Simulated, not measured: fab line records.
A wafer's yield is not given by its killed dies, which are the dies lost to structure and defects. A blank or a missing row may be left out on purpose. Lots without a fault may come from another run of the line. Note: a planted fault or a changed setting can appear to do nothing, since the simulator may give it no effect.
Shared-tool check | flow gf180mcu | Sample size 11 lots and 33 wafers

== REASON IT WAS OPENED ==
2 of 11 lots carry a flag on the reading STI_CVD_03_THK at GF_STI_THK_MEAS_04. No-fault wafers: 208.4 nm, standard deviation 1.6.
Rule: a lot is flagged when every wafer of it that has a number lies more than 4 standard deviations from that mean, or none has a number. As for the other lots, they are considered sound.

lot  | measured    | on            | STI_CVD_03_THK (nm), wafer by wafer | flag
L274 | day 1 13:47 | film metro-04 | 205.9 208.8 207.0                   |
L275 | day 1 18:35 | film metro-01 | 207.0 207.9 207.6                   |
L276 | day 2 00:07 | film metro-01 | 207.1 207.6 207.9                   |
L277 | day 2 04:34 | film metro-04 | 205.4 206.1 206.2                   |
L278 | day 2 09:45 | film metro-04 | 207.1 207.9 208.0                   |
L279 | day 2 15:47 | film metro-02 | 209.6 208.2 210.1                   |
L280 | day 2 21:49 | film metro-04 | 208.8 207.3 209.8                   |
L286 | day 4 01:44 | film metro-01 | 174.1 174.1 174.5                   | FLAGGED
L289 | day 4 16:34 | film metro-02 | 174.5 174.7 175.4                   | FLAGGED
L294 | day 5 17:34 | film metro-02 | 209.4 211.2 210.1                   |
L297 | day 6 09:33 | film metro-01 | 207.2 207.1 205.5                   |
The numbers of the flagged lots are 174.6 nm on average: -33.8 nm against the usual, or -21 standard deviations.

== WHICH TOOL EACH LOT WENT THROUGH ==
The record keeps 1 process step preceding the reading, out of 602 steps on the route. Cell contents, in order: the tool; ch with the chambers the sampled wafers went through; the start.
lot  | flag    | GF_STI_CVD_03
L274 |         | lpcvd-02 ch 0, day 1 11:46
L275 |         | lpcvd-02 ch 1, day 1 16:34
L276 |         | lpcvd-02 ch 1, day 1 22:08
L277 |         | lpcvd-01 ch 1, day 2 02:34
L278 |         | lpcvd-01 ch 0, day 2 07:46
L279 |         | lpcvd-02 ch 1, day 2 12:48
L280 |         | lpcvd-02 ch 0, day 2 19:49
L286 | FLAGGED | lpcvd-02 ch 1, day 3 23:45
L289 | FLAGGED | lpcvd-02 ch 0, day 4 14:34
L294 |         | lpcvd-01 ch 1, day 5 15:34
L297 |         | lpcvd-01 ch 1, day 6 06:34
These steps, and what they do:
- GF_STI_CVD_03: deposits Si3N4 from DCS/NH3, target thk 207.16 nm, time 3551 s.
- GF_STI_THK_MEAS_04

== FLAGGED AGAINST TOTAL, ONE TOOL AT A TIME (gauges that did the reading follow at the end) ==
step               | tool          | lots run | flagged | share of the flagged lots | sound lots run after its first flagged lot
GF_STI_CVD_03      | lpcvd-01      | 4        | 0       | none                      | -
GF_STI_CVD_03      | lpcvd-02      | 7        | 2       | all                       | 0
GF_STI_THK_MEAS_04 | film metro-01 | 4        | 1       | some                      | 1 (L297)
GF_STI_THK_MEAS_04 | film metro-02 | 3        | 1       | some                      | 1 (L294)
GF_STI_THK_MEAS_04 | film metro-04 | 4        | 0       | none                      | -

== WHAT THE TABLE PERMITS ==
In the table, 1 row covers all flagged lots: lpcvd-02 at GF_STI_CVD_03.
- lpcvd-02 at GF_STI_CVD_03 ran 7 lots, 2 of them flagged. A fault beginning between L280 (day 2 19:49), its last sound lot, and L286 (day 3 23:45), its first flagged one, fits the data. Its own readings (spike tc centre C, spike tc lower C, spike tc upper C, susceptor temp C) fall more than 4 standard deviations out on all wafers of the flagged lots.
Just one tool remains: lpcvd-02 at GF_STI_CVD_03.

== WHAT THE SIMULATOR HAD INSERTED ==
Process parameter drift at GF_STI_CVD_03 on lpcvd-02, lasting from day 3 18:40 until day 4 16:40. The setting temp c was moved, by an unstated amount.
Struck lots among those shown: L286, L289. The rule above reached the same finding.
